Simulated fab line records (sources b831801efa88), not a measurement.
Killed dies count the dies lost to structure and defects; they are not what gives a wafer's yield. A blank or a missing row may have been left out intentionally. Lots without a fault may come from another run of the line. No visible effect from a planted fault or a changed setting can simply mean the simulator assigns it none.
Shared-tool check | flow gf180mcu | 33 wafers sampled across 11 lots

== WHY THIS WAS OPENED ==
Of 11 lots, 1 have the reading HV_LDD_4_TW flagged at GF_HV_LDD_TW_MEAS_50. Fault-free wafers read 571, with a standard deviation of 4.3.
Rule: a lot is flagged when every wafer of it that has a number lies more than 4 standard deviations from that mean, or none has a number. All remaining lots are regarded as sound.

lot  | measured     | on            | HV_LDD_4_TW, wafer by wafer | flag
L591 | day 13 04:42 | film-metro-03 | 567 569 566                 |
L593 | day 13 18:07 | film-metro-02 | 577 575 574                 |
L595 | day 13 22:39 | film-metro-03 | 565 566 564                 |
L597 | day 14 10:03 | film-metro-01 | 576 576 576                 |
L599 | day 15 00:26 | film-metro-03 | 564 570 568                 |
L598 | day 15 06:02 | film-metro-02 | 573 576 572                 |
L601 | day 15 15:45 | film-metro-03 | 30 30 30                    | FLAGGED
L602 | day 15 23:27 | film-metro-01 | 574 573 571                 |
L608 | day 18 01:43 | film-metro-03 | 570 571 570                 |
L609 | day 18 07:30 | film-metro-02 | 574 574 573                 |
L614 | day 19 19:28 | film-metro-02 | 570 572 571                 |
Averaged over the flagged lots the numbers come to 30, -541 from the usual (-99 or more standard deviations).

== WHICH TOOL EACH LOT WENT THROUGH ==
The record keeps 1 process step preceding the reading, out of 602 steps on the route. Every cell lists first the tool, next ch and the chambers used by the sampled wafers, and last the start.
lot  | flag    | GF_HV_LDD_EXPOSE_43
L591 |         | iline-stepper-01 ch 0, day 12 19:08
L593 |         | iline-stepper-01 ch 0, day 13 08:32
L595 |         | iline-stepper-01 ch 0, day 13 12:47
L597 |         | iline-stepper-01 ch 0, day 13 23:59
L599 |         | iline-stepper-02 ch 0, day 14 14:10
L598 |         | iline-stepper-02 ch 0, day 14 18:41
L601 | FLAGGED | iline-stepper-01 ch 0, day 15 04:26
L602 |         | iline-stepper-02 ch 0, day 15 12:26
L608 |         | iline-stepper-01 ch 0, day 17 14:04
L609 |         | iline-stepper-01 ch 0, day 17 19:41
L614 |         | iline-stepper-01 ch 0, day 19 07:17
What these steps do:
- GF_HV_LDD_EXPOSE_43: exposes mask Pplus HV AREA, target cd 400 nm.
- GF_HV_LDD_TW_MEAS_50

== FLAGGED OVER TOTAL, TOOL BY TOOL (the gauges that took the reading come last) ==
step                 | tool             | lots run | flagged | share of the flagged lots | sound lots run after its first flagged lot
GF_HV_LDD_EXPOSE_43  | iline-stepper-01 | 8        | 1       | all                       | 3 (L608,L609,L614)
GF_HV_LDD_EXPOSE_43  | iline-stepper-02 | 3        | 0       | none                      | -
GF_HV_LDD_TW_MEAS_50 | film-metro-01    | 2        | 0       | none                      | -
GF_HV_LDD_TW_MEAS_50 | film-metro-02    | 4        | 0       | none                      | -
GF_HV_LDD_TW_MEAS_50 | film-metro-03    | 5        | 1       | all                       | 1 (L608)

== WHAT THE TABLE PERMITS ==
2 rows of the table ran every flagged lot: iline-stepper-01 at GF_HV_LDD_EXPOSE_43, film-metro-03 at GF_HV_LDD_TW_MEAS_50.
- iline-stepper-01 at GF_HV_LDD_EXPOSE_43 ran 8 lots, 1 of them flagged. After the first flagged lot (L608, L609, L614), sound lots still ran on it; a lasting fault on the whole tool would not permit that.
- film-metro-03 at GF_HV_LDD_TW_MEAS_50 ran 5 lots, 1 of them flagged. After the first flagged lot (L608), sound lots still ran on it; a lasting fault on the whole tool would not permit that.
There is no row in the table that ran each flagged lot and no sound lot after the first.

== WHAT THE SIMULATOR PUT IN ==
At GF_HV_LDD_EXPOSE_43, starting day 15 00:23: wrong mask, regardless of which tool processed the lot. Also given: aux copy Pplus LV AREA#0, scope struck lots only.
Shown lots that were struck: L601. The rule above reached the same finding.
